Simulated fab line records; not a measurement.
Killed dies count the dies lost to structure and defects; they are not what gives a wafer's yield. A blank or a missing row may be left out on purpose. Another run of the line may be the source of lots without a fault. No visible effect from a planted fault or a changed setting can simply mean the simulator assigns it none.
Matching of chambers -- flow gf180mcu -- cmp-01 running GF_V2_CMP_26: 4 sister chambers
The step polishes, stops on SiO2, t overpolish 15 s, target thk 0 nm. 14 wafers are shown with their chamber, then 7 later ones without.

## WAFERS WITH THEIR CHAMBER
wafer,chamber,motor_current_A (A),time_to_endpoint_s (s),edge_zone_pressure_frac
L412.1,3,9.3,75,0.992
L412.2,1,9.0,84,1.003
L412.6,1,9.1,88,1.006
L414.3,0,11.6,82,1.001
L414.5,1,9.3,83,1.001
L414.6,2,9.6,85,0.987
L427.2,3,10.1,80,0.997
L427.4,2,9.1,83,0.999
L427.6,0,11.5,83,0.996
L429.1,1,9.2,86,0.997
L429.2,3,9.5,79,0.997
L429.3,0,11.5,76,0.999
L431.2,3,10.1,83,0.998
L431.3,0,11.2,84,1.000

SIGNATURES (means of the wafers above)
reading,chamber 0,chamber 1,chamber 2,chamber 3,scatter within a chamber
motor_current_A,11.450,9.150,9.350,9.750,0.278
time_to_endpoint_s,81.25,85.25,84.00,79.25,2.97
edge_zone_pressure_frac,0.99900,1.00175,0.99300,0.99600,0.00388
Rule: a wafer's distance from a chamber is the root of the sum, over the readings, of the square of ((its reading less the chamber's mean) divided by the reading's scatter). If the next closest chamber is less than 2 further off than the closest, the wafer can't be placed; otherwise it belongs to the closest. The scatter: the root of (the sum of the squares of (reading less its chamber's mean) over the shown wafers, divided by (wafers less chambers)).

## WAFERS WITHOUT THEIR CHAMBER
wafer,motor_current_A (A),time_to_endpoint_s (s),edge_zone_pressure_frac
L431.6,9.2,86,1.003
L435.2,10.2,81,1.002
L435.4,8.7,88,1.000
L435.6,11.9,84,1.004
L434.2,9.2,84,0.999
L434.4,11.1,82,0.993
L434.5,9.9,80,0.999

## EACH ONE'S CHAMBER
wafer,from the rows above,in truth
L431.6,1,1
L435.2,can't be placed: 3 or 2 or 1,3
L435.4,can't be placed: 1 or 2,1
L435.6,0,0
L434.2,can't be placed: 1 or 2 or 3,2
L434.4,0,0
L434.5,can't be placed: 3 or 2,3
Correct placement for 3 of the 7. From these rows, 4 cannot be placed; in 4 the true chamber is one of the candidates. Wrongly placed: 0.
